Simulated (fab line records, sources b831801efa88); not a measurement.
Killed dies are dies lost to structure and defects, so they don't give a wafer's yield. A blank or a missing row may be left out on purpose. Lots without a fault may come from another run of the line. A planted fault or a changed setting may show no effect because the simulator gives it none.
fab line records | flow gf180mcu
record lots=5 wafers=15 last_day=33
route steps=602 shown HV_LDD@220 NSD@235 PSD@248
lots that met no fault: from a run of the same line without faults
start_h: hours from the record's first day to the start of the lot's first wafer shown | wait_h: hours since the lot's step before | " the same as in the row above | L1.1+2: a row that stands for several wafers | - no value, or no start given | * or withheld: withheld | < > ~ a bound
route shown NAME@n: a module of which the file shows steps, and the number in the route of the first | usual: mean/standard deviation of fault-free wafers | same: alike in all rows | chamber/n: place in a boat | sites: the reading at each site | _std_site: their standard deviation | _edge_site: outer sites' mean less inner sites' | radius_mm: how far each site lies from the wafer's centre | mask NAME#n: copy n | behind: the tool/chamber that last shaped the wafer | hold: why the lot was held/for how many hours/how that ended | device: the transistor (n, p or np) that didn't switch | end of line: the same wafers' tests at the end of the route | a step without rows: its recipe alone | killed: dies lost to structure and defects at the first sort, not the wafer's yield | map: a wafer's dies, x killed, . not, _ none there
set.NAME: the setting as run; set.NAME@STEP: as run at that earlier step | model.NAME: the simulator's own value behind a step, which no gauge read
lots at some steps of the route; a table a step, a row a wafer
services: from which hour (start_h, from the record's first day; less than 0 if before it) a tool's chamber was out of use, for how many hours, and why
## steps
# step GF_HV_LDD_PEB_44
# recipe temp_c=withheld time_s=* resist=NOVOLAK
# columns lot.wafer tool chamber start_h wait_h
L079.1+3+5 litho_track-03 0 - -
L084.1+3+5 litho_track-02 0 - -
L085.1+2+3 litho_track-03 0 - -
L091.4+5+6 litho_track-02 0 - -
L093.1+2+4 litho_track-02 0 - -
# step GF_HV_LDD_DEVELOP_45
# recipe develop_time_s=60 dev_temp_c=23
# columns lot.wafer tool chamber start_h wait_h
L079.1+3+5 litho_track-03 0 312.06 0.1
L084.1+3+5 litho_track-02 0 354.34 0.1
L085.1+2+3 litho_track-03 0 361.76 0.1
L091.4+5+6 litho_track-02 0 408.36 0.1
L093.1+2+4 litho_track-02 0 430.04 0.1
# step GF_HV_LDD_CD_MEAS_46
# recipe target_cd_nm=400
# usual cd_nm=400.0/2.5
# columns lot.wafer tool chamber start_h wait_h cd_nm
L079.1 cd_sem-02 - 312.21 0.1 394.3
L079.3 " - " " 394.9
L079.5 " - " " 396.0
L084.1 cd_sem-01 - 354.49 0.1 398.8
L084.3 " - " " 396.4
L084.5 " - " " 398.5
L085.1 cd_sem-02 - 361.91 0.1 402.1
L085.2 " - " " 401.5
L085.3 " - " " 401.8
L091.4 cd_sem-02 - 408.50 0.1 398.7
L091.5 " - " " 398.0
L091.6 " - " " 398.3
L093.1 cd_sem-02 - 430.19 0.1 401.4
L093.2 " - " " 402.3
L093.4 " - " " 400.8
# step GF_HV_LDD_OVL_MEAS_47
# usual HV_LDD_03_OVL=1.3/1.5
# columns lot.wafer tool chamber start_h wait_h HV_LDD_03_OVL[nm]
L079.1 overlay-02 - 312.33 0.1 1.2
L079.3 " - " " 0.2
L079.5 " - " " 1.9
L084.1 overlay-02 - 354.61 0.1 2.0
L084.3 " - " " 1.4
L084.5 " - " " 2.1
L085.1 overlay-01 - 362.03 0.1 2.2
L085.2 " - " " -0.8
L085.3 " - " " 1.7
L091.4 overlay-01 - 408.57 0.1 2.2
L091.5 " - " " 1.8
L091.6 " - " " 0.7
L093.1 overlay-01 - 430.31 0.1 2.8
L093.2 " - " " 2.3
L093.4 " - " " 3.7
# step GF_HV_LDD_IMPLANT_48
# recipe species=B energy_kev=25 dose_cm2=3e+13 tilt_deg=7
# usual dose_ions_cm2=3e+13/3.6e+10
# columns lot.wafer tool chamber start_h wait_h dose_ions_cm2
L079.1 implanter-03 0 312.37 0.0 2.998e+13
L079.3 " 0 " " 2.996e+13
L079.5 " 0 " " 2.998e+13
L084.1 implanter-02 0 354.64 0.0 3.002e+13
L084.3 " 0 " " 3.003e+13
L084.5 " 0 " " 3.002e+13
L085.1 implanter-01 0 362.06 0.0 2.999e+13
L085.2 " 0 " " 2.998e+13
L085.3 " 0 " " 3e+13
L091.4 implanter-01 0 408.67 0.1 2.992e+13
L091.5 " 0 " " 3e+13
L091.6 " 0 " " 3e+13
L093.1 implanter-01 0 430.34 0.0 3.004e+13
L093.2 " 0 " " 2.997e+13
L093.4 " 0 " " 2.998e+13
# step GF_HV_LDD_STRIP_49
# recipe chemistry=O2/N2 power_w=1400 pressure_mtorr=1500 platen_temp_c=250 o2_flow_sccm=3000 n2_flow_sccm=300 overash_fraction=0.5
# usual drypump_motor_current_A=5.8/0.39 heater_power_w=331/22 oes_product_au=0.716/0.0047 strip_time_to_endpoint_s=12.632/0.028
# columns lot.wafer tool chamber start_h wait_h drypump_motor_current_A heater_power_w oes_product_au rf_hours_counter_h strip_time_to_endpoint_s
L079.1 plasma_asher-01 1 312.52 0.1 6.0 330 0.722 22 12.580
L079.3 " 0 " " 5.6 298 0.717 - 12.575
L079.5 " 0 " " 5.6 309 0.723 - 12.609
L084.1 plasma_asher-04 0 354.79 0.1 6.3 337 0.722 68 12.587
L084.3 " 1 " " 5.3 329 0.718 - 12.654
L084.5 " 1 " " 5.3 323 0.715 - 12.612
L085.1 plasma_asher-03 0 362.21 0.1 6.2 384 0.713 75 12.596
L085.2 " 1 " " 5.4 323 0.713 75 12.629
L085.3 " 1 " " 5.4 318 0.713 - 12.636
L091.4 plasma_asher-03 1 408.78 0.1 5.4 314 0.713 - 12.602
L091.5 " 1 " " 5.4 315 0.715 - 12.624
L091.6 " 0 " " 6.2 376 0.711 - 12.621
L093.1 plasma_asher-04 1 430.49 0.1 5.3 322 0.712 0 12.657
L093.2 " 0 " " 6.3 351 0.717 0 12.626
L093.4 " 1 " " 5.3 314 0.721 - 12.636
# step GF_HV_LDD_TW_MEAS_50
# usual HV_LDD_4_TW=573.6/2.8
# columns lot.wafer tool chamber start_h wait_h HV_LDD_4_TW
L079.1 film_metro-03 - 312.62 0.1 567.1
L079.3 " - " " 568.3
L079.5 " - " " 573.4
L084.1 film_metro-04 - 354.89 0.1 572.2
L084.3 " - " " 574.8
L084.5 " - " " 574.3
L085.1 film_metro-04 - 362.31 0.1 573.9
L085.2 " - " " 576.4
L085.3 " - " " 576.2
L091.4 film_metro-03 - 408.87 0.1 572.8
L091.5 " - " " 571.8
L091.6 " - " " 575.3
L093.1 film_metro-03 - 430.59 0.1 570.6
L093.2 " - " " 569.8
L093.4 " - " " 572.8
# step GF_HV_LDD_CLEAN_51
# recipe chemistry=SC1/SC2 mix=1:4:20 temp_c=70 time_s=150 dry=n2_spin
# columns lot.wafer tool chamber start_h wait_h
L079.1+3+5 wet_bench-04 0 312.68 0.1
L084.1+3+5 wet_bench-03 0 354.95 0.1
L085.1+2+3 wet_bench-02 1 362.37 0.1
L091.4+5+6 wet_bench-02 1 408.90 0.0
L093.1+2+4 wet_bench-02 0 430.65 0.1
# step GF_HV_LDD_RTA_52
# recipe temp_c=1000 time_s=10 ambient=N2
# usual lamp_power_pct=37/3.3 wafer_temp_C_max=1004.9/0.96
# columns lot.wafer tool chamber start_h wait_h lamp_power_pct wafer_temp_C_max
L079.1 rtp_anneal-01 0 312.73 0.0 40 1004.4
L079.3 " 0 " " 40 1005.2
L079.5 " 0 " " 40 1004.6
L084.1 rtp_anneal-02 0 355.00 0.0 33 1004.8
L084.3 " 0 " " 33 1005.8
L084.5 " 0 " " 33 1006.2
L085.1 rtp_anneal-01 0 362.43 0.0 40 1003.8
L085.2 " 0 " " 40 1005.1
L085.3 " 0 " " 40 1005.7
L091.4 rtp_anneal-02 0 408.99 0.0 33 1006.6
L091.5 " 0 " " 33 1004.4
L091.6 " 0 " " 33 1004.9
L093.1 rtp_anneal-01 0 430.70 0.0 40 1005.5
L093.2 " 0 " " 40 1004.2
L093.4 " 0 " " 40 1005.6
# step GF_HV_LDD_RS_MEAS_53
# recipe thk_meas_gauge=four-point-probe
# usual HV_LDD_RS=418.3/1.1
# columns lot.wafer tool chamber start_h wait_h HV_LDD_RS[ohm/sq]
L079.1 film_metro-04 - 312.80 0.1 419.6
L079.3 " - " " 420.5
L079.5 " - " " 421.1
L084.1 film_metro-04 - 355.07 0.1 418.0
L084.3 " - " " 418.3
L084.5 " - " " 418.6
L085.1 film_metro-04 - 362.50 0.1 417.7
L085.2 " - " " 417.5
L085.3 " - " " 418.6
L091.4 film_metro-03 - 409.08 0.1 419.4
L091.5 " - " " 418.9
L091.6 " - " " 417.5
L093.1 film_metro-03 - 430.77 0.1 418.9
L093.2 " - " " 418.7
L093.4 " - " " 418.4
# step GF_HV_LDD_CVD_54
# recipe material=SiO2 target_thk_nm=10 precursor=TEOS temp_c=680 time_s=75 pressure_mtorr=400
# columns lot.wafer tool chamber start_h wait_h
L079.1+3+5 lpcvd-02 1 312.92 0.1
L084.1+3+5 lpcvd-01 0 355.19 0.1
L085.1+2+3 lpcvd-01 1 364.32 1.8
L091.4+5+6 lpcvd-01 0 409.14 0.0
L093.1+2+4 lpcvd-01 0 430.89 0.1
# step GF_HV_LDD_THK_MEAS_55
# recipe reads=SiO2_of_HV_LDD_CVD_54
# usual HV_LDD_CVD_54_THK=10.08/0.13
# columns lot.wafer tool chamber start_h wait_h HV_LDD_CVD_54_THK[nm]
L079.1 film_metro-01 - 313.94 0.0 9.91
L079.3 " - " " 10.00
L079.5 " - " " 9.82
L084.1 film_metro-03 - 356.21 0.0 10.17
L084.3 " - " " 10.11
L084.5 " - " " 10.07
L085.1 film_metro-04 - 365.35 0.0 10.35
L085.2 " - " " 10.24
L085.3 " - " " 10.10
L091.4 film_metro-01 - 410.75 0.1 9.97
L091.5 " - " " 10.09
L091.6 " - " " 10.06
L093.1 film_metro-04 - 431.91 0.0 10.14
L093.2 " - " " 10.14
L093.4 " - " " 10.17
# step GF_HV_LDD_CVD_56
# recipe material=Si3N4 precursor=DCS/NH3 target_thk_nm=90 temp_c=770 time_s=1543 pressure_mtorr=250
# columns lot.wafer tool chamber start_h wait_h
L079.1+3+5 lpcvd-02 1 314.00 0.1
L084.1+3+5 lpcvd-01 1 356.27 0.1
L085.1+2+3 lpcvd-02 1 365.41 0.1
L091.4+5+6 lpcvd-01 1 410.78 0.0
L093.1+2+4 lpcvd-01 1 431.97 0.1
# step GF_HV_LDD_THK_MEAS_57
# recipe reads=Si3N4_of_HV_LDD_CVD_56
# usual HV_LDD_CVD_56_THK=90.3/0.94
# columns lot.wafer tool chamber start_h wait_h HV_LDD_CVD_56_THK[nm]
L079.1 film_metro-03 - 315.43 0.0 91.1
L079.3 " - " " 90.6
L079.5 " - " " 90.9
L084.1 film_metro-03 - 357.70 0.0 91.4
L084.3 " - " " 92.0
L084.5 " - " " 91.4
L085.1 film_metro-04 - 366.83 0.0 91.1
L085.2 " - " " 91.1
L085.3 " - " " 91.0
L091.4 film_metro-01 - 412.95 0.0 90.9
L091.5 " - " " 91.0
L091.6 " - " " 90.5
L093.1 film_metro-01 - 433.40 0.0 89.8
L093.2 " - " " 89.2
L093.4 " - " " 89.7
# step GF_HV_LDD_ETCHBACK_58
# recipe chemistry=CH3F/O2 target=Si3N4 stop_on=SiO2 source_w=400 bias_w=80 pressure_mtorr=25 ch3f_flow_sccm=40 O2_flow_sccm=30 time_s=100 target_depth_a=900
# usual drypump_motor_current_A=5.8/0.57 oes_product_au=0.844/0.0069 throttle_valve_pct=10.560/0.0094
# columns lot.wafer tool chamber start_h wait_h drypump_motor_current_A oes_product_au rf_hours_counter_h throttle_valve_pct
L079.1 rie_diel-04 2 315.49 0.1 5.9 0.845 5 10.556
L079.3 " 0 " " 4.8 0.836 8 10.559
L079.5 " 0 " " 4.8 0.846 - 10.542
L084.1 rie_diel-01 2 357.76 0.1 6.3 0.852 80 10.557
L084.3 " 1 " " 6.2 0.847 3 10.552
L084.5 " 0 " " 5.4 0.848 - 10.558
L085.1 rie_diel-01 1 366.89 0.1 6.2 0.843 3 10.555
L085.2 " 3 " " 6.5 0.852 74 10.568
L085.3 " 0 " " 5.4 0.840 80 10.562
L091.4 rie_diel-04 1 412.98 0.0 6.5 0.847 101 10.541
L091.5 " 0 " " 4.8 0.851 - 10.566
L091.6 " 1 " " 6.4 0.847 - 10.579
L093.1 rie_diel-03 2 433.46 0.1 5.9 0.842 51 10.548
L093.2 " 1 " " 6.2 0.843 3 10.546
L093.4 " 0 " " 5.2 0.836 7 10.566
# step GF_NSD_DEHYDRATE_00
# recipe temp_c=200 time_s=60
# columns lot.wafer tool chamber start_h wait_h
L079.1+3+5 litho_track-04 0 325.28 9.8
L084.1+3+5 litho_track-03 0 367.76 10.0
L085.1+2+3 litho_track-01 0 377.21 10.3
L091.4+5+6 litho_track-03 0 424.03 11.0
L093.1+2+4 litho_track-04 0 444.93 11.4
# step GF_NSD_HMDS_01
# recipe prime_time_s=60 prime_temp_c=120
# same prime_time_s=60
# columns lot.wafer tool chamber start_h wait_h
L079.1+3+5 litho_track-04 0 325.43 0.1
L084.1+3+5 litho_track-03 0 367.91 0.1
L085.1+2+3 litho_track-01 0 377.36 0.1
L091.4+5+6 litho_track-03 0 424.18 0.1
L093.1+2+4 litho_track-04 0 445.08 0.1
# step GF_NSD_COAT_02
# recipe resist=NOVOLAK spin_rpm=3000 resist_thk_nm=1000
# columns lot.wafer tool chamber start_h wait_h
L079.1+3+5 litho_track-04 0 325.58 0.1
L084.1+3+5 litho_track-03 0 368.06 0.1
L085.1+2+3 litho_track-01 0 377.51 0.1
L091.4+5+6 litho_track-03 0 424.33 0.1
L093.1+2+4 litho_track-04 0 445.23 0.1
# step GF_NSD_SOFTBAKE_03
# recipe temp_c=90 time_s=60 resist=NOVOLAK
# columns lot.wafer tool chamber start_h wait_h
L079.1+3+5 litho_track-04 0 325.73 0.1
L084.1+3+5 litho_track-03 0 368.21 0.1
L085.1+2+3 litho_track-01 0 377.66 0.1
L091.4+5+6 litho_track-03 0 424.48 0.1
L093.1+2+4 litho_track-04 0 445.38 0.1
# step GF_NSD_EXPOSE_04
# recipe mask_id=Nplus target_cd_nm=400 na=0.6 source_shape=conventional sigma_outer=0.6 dose_mj=140
# usual focus_offset_nm=0.0/0.52 reticle_temp_C=22.98/0.097
# same na=0.6
# columns lot.wafer tool chamber start_h wait_h mask focus_offset_nm reticle_temp_C
L079.1 iline_stepper-02 0 - - Nplus#0 -0.5 22.95
L079.3 " 0 " " Nplus#0 0.0 22.81
L079.5 " 0 " " Nplus#0 0.2 22.94
L084.1 iline_stepper-01 0 - - Nplus#0 0.6 22.96
L084.3 " 0 " " Nplus#0 0.1 23.07
L084.5 " 0 " " Nplus#0 0.3 23.10
L085.1 iline_stepper-02 0 - - Nplus#0 -0.1 22.98
L085.2 " 0 " " Nplus#0 -1.1 22.87
L085.3 " 0 " " Nplus#0 -0.5 22.88
L091.4 iline_stepper-01 0 - - Nplus#0 0.3 23.10
L091.5 " 0 " " Nplus#0 1.2 23.14
L091.6 " 0 " " Nplus#0 0.1 22.93
L093.1 iline_stepper-02 0 - - Nplus#0 -0.3 22.96
L093.2 " 0 " " Nplus#0 0.1 22.93
L093.4 " 0 " " Nplus#0 -0.4 22.85
# step GF_NSD_PEB_05
# recipe temp_c=withheld time_s=* resist=NOVOLAK
# columns lot.wafer tool chamber start_h wait_h
L079.1+3+5 litho_track-03 0 - -
L084.1+3+5 litho_track-01 0 - -
L085.1+2+3 litho_track-04 0 - -
L091.4+5+6 litho_track-04 0 - -
L093.1+2+4 litho_track-04 0 - -
# step GF_NSD_DEVELOP_06
# recipe develop_time_s=60 dev_temp_c=23
# columns lot.wafer tool chamber start_h wait_h
L079.1+3+5 litho_track-03 0 336.86 0.1
L084.1+3+5 litho_track-01 0 378.66 0.1
L085.1+2+3 litho_track-04 0 388.68 0.1
L091.4+5+6 litho_track-04 0 436.40 0.1
L093.1+2+4 litho_track-04 0 456.13 0.1
# step GF_NSD_CD_MEAS_07
# recipe target_cd_nm=400
# usual cd_nm=399.6/2.5
# columns lot.wafer tool chamber start_h wait_h cd_nm
L079.1 cd_sem-02 - 337.01 0.1 402.5
L079.3 " - " " 400.8
L079.5 " - " " 400.4
L084.1 cd_sem-02 - 378.81 0.1 396.2
L084.3 " - " " 393.5
L084.5 " - " " 394.0
L085.1 cd_sem-02 - 388.83 0.1 397.4
L085.2 " - " " 399.4
L085.3 " - " " 398.3
L091.4 cd_sem-01 - 436.54 0.1 399.0
L091.5 " - " " 399.6
L091.6 " - " " 401.2
L093.1 cd_sem-01 - 456.28 0.1 404.4
L093.2 " - " " 402.3
L093.4 " - " " 402.9
# step GF_NSD_OVL_MEAS_08
# usual NSD_OVL=-0.1/1.3
# columns lot.wafer tool chamber start_h wait_h NSD_OVL[nm]
L079.1 overlay-02 - 337.13 0.1 -0.6
L079.3 " - " " 0.3
L079.5 " - " " 0.5
L084.1 overlay-02 - 378.93 0.1 -1.9
L084.3 " - " " -2.3
L084.5 " - " " -2.8
L085.1 overlay-02 - 388.95 0.1 1.7
L085.2 " - " " 0.1
L085.3 " - " " -0.6
L091.4 overlay-01 - 436.62 0.1 -0.4
L091.5 " - " " -1.1
L091.6 " - " " 1.2
L093.1 overlay-01 - 456.40 0.1 -0.2
L093.2 " - " " -2.6
L093.4 " - " " -2.7
# step GF_NSD_IMPLANT_09
# recipe species=As energy_kev=60 dose_cm2=4e+15 tilt_deg=7
# usual dose_ions_cm2=4e+15/4.5e+12
# columns lot.wafer tool chamber start_h wait_h dose_ions_cm2
L079.1 implanter-03 0 337.16 0.0 3.992e+15
L079.3 " 0 " " 3.992e+15
L079.5 " 0 " " 4.001e+15
L084.1 implanter-04 0 378.97 0.0 4.007e+15
L084.3 " 0 " " 4.005e+15
L084.5 " 0 " " 3.999e+15
L085.1 implanter-04 0 388.99 0.0 4.005e+15
L085.2 " 0 " " 4.004e+15
L085.3 " 0 " " 4.007e+15
L091.4 implanter-02 0 436.71 0.1 3.989e+15
L091.5 " 0 " " 3.997e+15
L091.6 " 0 " " 4e+15
L093.1 implanter-02 0 456.43 0.0 3.995e+15
L093.2 " 0 " " 3.995e+15
L093.4 " 0 " " 4.001e+15
# step GF_NSD_IMPLANT_10
# recipe species=P energy_kev=40 dose_cm2=5e+14 tilt_deg=7
# usual dose_ions_cm2=4.999e+14/5.9e+11
# columns lot.wafer tool chamber start_h wait_h dose_ions_cm2
L079.1 implanter-03 0 337.31 0.1 5.002e+14
L079.3 " 0 " " 5e+14
L079.5 " 0 " " 5.001e+14
L084.1 implanter-04 0 379.12 0.1 4.985e+14
L084.3 " 0 " " 4.997e+14
L084.5 " 0 " " 4.996e+14
L085.1 implanter-04 0 389.14 0.1 5e+14
L085.2 " 0 " " 5.004e+14
L085.3 " 0 " " 4.998e+14
L091.4 implanter-02 0 436.86 0.1 5.003e+14
L091.5 " 0 " " 4.999e+14
L091.6 " 0 " " 5.004e+14
L093.1 implanter-02 0 456.58 0.1 5e+14
L093.2 " 0 " " 5.001e+14
L093.4 " 0 " " 4.994e+14
# step GF_NSD_STRIP_11
# recipe chemistry=O2/N2 power_w=1400 pressure_mtorr=1500 platen_temp_c=250 o2_flow_sccm=3000 n2_flow_sccm=300 overash_fraction=0.5
# usual drypump_motor_current_A=5.9/0.31 heater_power_w=328/22 oes_product_au=0.487/0.0048 strip_time_to_endpoint_s=22.96/0.053
# columns lot.wafer tool chamber start_h wait_h drypump_motor_current_A heater_power_w oes_product_au rf_hours_counter_h strip_time_to_endpoint_s
L079.1 plasma_asher-01 0 337.46 0.1 5.6 305 0.492 24 23.00
L079.3 " 0 " " 5.6 308 0.482 - 23.02
L079.5 " 1 " " 6.0 341 0.482 - 22.96
L084.1 plasma_asher-03 0 379.27 0.1 6.2 367 0.482 77 22.90
L084.3 " 0 " " 6.2 379 0.496 - 22.94
L084.5 " 0 " " 6.2 371 0.489 - 22.92
L085.1 plasma_asher-02 1 389.29 0.1 6.3 332 0.491 56 23.02
L085.2 " 0 " " 5.8 322 0.484 56 22.99
L085.3 " 1 " " 6.3 325 0.494 - 22.96
L091.4 plasma_asher-01 1 436.97 0.1 6.0 335 0.487 - 22.97
L091.5 " 0 " " 5.6 305 0.491 - 22.92
L091.6 " 1 " " 6.0 326 0.492 - 22.92
L093.1 plasma_asher-01 1 456.73 0.1 6.0 340 0.476 37 22.90
L093.2 " 0 " " 5.6 304 0.493 37 22.92
L093.4 " 1 " " 6.0 331 0.482 - 22.88
# step GF_NSD_TW_MEAS_12
# usual NSD_TW=4287/21
# columns lot.wafer tool chamber start_h wait_h NSD_TW
L079.1 film_metro-02 - 337.56 0.1 4292
L079.3 " - " " 4309
L079.5 " - " " 4303
L084.1 film_metro-02 - 379.37 0.1 4275
L084.3 " - " " 4281
L084.5 " - " " 4309
L085.1 film_metro-04 - 389.39 0.1 4284
L085.2 " - " " 4259
L085.3 " - " " 4292
L091.4 film_metro-01 - 437.06 0.1 4304
L091.5 " - " " 4271
L091.6 " - " " 4291
L093.1 film_metro-04 - 456.83 0.1 4251
L093.2 " - " " 4263
L093.4 " - " " 4277
# step GF_PSD_DEHYDRATE_00
# recipe temp_c=200 time_s=60
# columns lot.wafer tool chamber start_h wait_h
L079.1+3+5 litho_track-03 0 347.46 9.9
L084.1+3+5 litho_track-04 0 389.83 10.4
L085.1+2+3 litho_track-04 0 400.28 10.9
L091.4+5+6 litho_track-04 0 448.80 11.7
L093.1+2+4 litho_track-03 0 468.26 11.4
# step GF_PSD_HMDS_01
# recipe prime_time_s=60 prime_temp_c=120
# same prime_time_s=60
# columns lot.wafer tool chamber start_h wait_h
L079.1+3+5 litho_track-03 0 347.61 0.1
L084.1+3+5 litho_track-04 0 389.98 0.1
L085.1+2+3 litho_track-04 0 400.43 0.1
L091.4+5+6 litho_track-04 0 448.95 0.1
L093.1+2+4 litho_track-03 0 468.41 0.1
# step GF_PSD_COAT_02
# recipe resist=NOVOLAK spin_rpm=3000 resist_thk_nm=1000
# columns lot.wafer tool chamber start_h wait_h
L079.1+3+5 litho_track-03 0 347.76 0.1
L084.1+3+5 litho_track-04 0 390.13 0.1
L085.1+2+3 litho_track-04 0 400.58 0.1
L091.4+5+6 litho_track-04 0 449.10 0.1
L093.1+2+4 litho_track-03 0 468.56 0.1
# step GF_PSD_SOFTBAKE_03
# recipe temp_c=90 time_s=60 resist=NOVOLAK
# columns lot.wafer tool chamber start_h wait_h
L079.1+3+5 litho_track-03 0 347.91 0.1
L084.1+3+5 litho_track-04 0 390.28 0.1
L085.1+2+3 litho_track-04 0 400.73 0.1
L091.4+5+6 litho_track-04 0 449.25 0.1
L093.1+2+4 litho_track-03 0 468.71 0.1
# step GF_PSD_EXPOSE_04
# recipe mask_id=Pplus target_cd_nm=400 na=0.6 source_shape=conventional sigma_outer=0.6 dose_mj=140
# usual focus_offset_nm=0.2/0.52 reticle_temp_C=23.01/0.12
# same na=0.6
# columns lot.wafer tool chamber start_h wait_h mask focus_offset_nm reticle_temp_C
L079.1 iline_stepper-02 0 - - Pplus#0 0.5 23.07
L079.3 " 0 " " Pplus#0 0.6 23.10
L079.5 " 0 " " Pplus#0 0.3 23.15
L084.1 iline_stepper-01 0 - - Pplus#0 0.1 23.03
L084.3 " 0 " " Pplus#0 0.1 23.03
L084.5 " 0 " " Pplus#0 -0.4 23.11
L085.1 iline_stepper-02 0 - - Pplus#0 0.8 22.95
L085.2 " 0 " " Pplus#0 0.4 22.74
L085.3 " 0 " " Pplus#0 0.8 22.94
L091.4 iline_stepper-01 0 - - Pplus#0 1.2 23.05
L091.5 " 0 " " Pplus#0 0.5 23.04
L091.6 " 0 " " Pplus#0 1.0 22.98
L093.1 iline_stepper-02 0 - - Pplus#0 0.0 23.17
L093.2 " 0 " " Pplus#0 -0.1 23.16
L093.4 " 0 " " Pplus#0 0.5 23.05
# step GF_PSD_PEB_05
# recipe temp_c=withheld time_s=* resist=NOVOLAK
# columns lot.wafer tool chamber start_h wait_h
L079.1+3+5 litho_track-03 0 - -
L084.1+3+5 litho_track-02 0 - -
L085.1+2+3 litho_track-03 0 - -
L091.4+5+6 litho_track-02 0 - -
L093.1+2+4 litho_track-02 0 - -
# step GF_PSD_DEVELOP_06
# recipe develop_time_s=60 dev_temp_c=23
# columns lot.wafer tool chamber start_h wait_h
L079.1+3+5 litho_track-03 0 359.01 0.1
L084.1+3+5 litho_track-02 0 401.69 0.1
L085.1+2+3 litho_track-03 0 412.21 0.1
L091.4+5+6 litho_track-02 0 461.01 0.1
L093.1+2+4 litho_track-02 0 480.43 0.1
## services
# columns tool chamber start_h hours kind
rie_diel-03 - 294.42 0.3 repair
rie_diel-01 2 302.58 12.8 repair
rie_diel-04 0 339.75 14.8 repair
implanter-04 - 343.56 0.7 repair
lpcvd-02 - 349.85 14.6 pm
plasma_asher-03 - 357.04 2.6 repair
implanter-04 - 360.72 3.7 pm
implanter-02 - 363.22 13.9 pm
rtp_anneal-01 - 364.25 3.3 pm
iline_stepper-02 - 367.01 1.7 pm
plasma_asher-04 - 373.39 0.7 repair
implanter-01 - 377.16 3.3 repair
implanter-04 - 381.95 5.7 repair
plasma_asher-03 - 409.28 2.8 pm
implanter-01 - 416.92 7.9 repair
implanter-01 - 417.98 3.1 repair
implanter-02 - 420.67 5.0 repair
plasma_asher-04 - 421.25 9.0 pm
rie_diel-04 2 430.70 21.0 repair
implanter-04 - 431.52 6.1 repair
plasma_asher-01 - 433.12 1.1 repair
iline_stepper-01 - 437.08 7.2 repair
implanter-03 - 461.82 4.7 pm
implanter-01 - 473.29 20.2 pm
## key
fault none
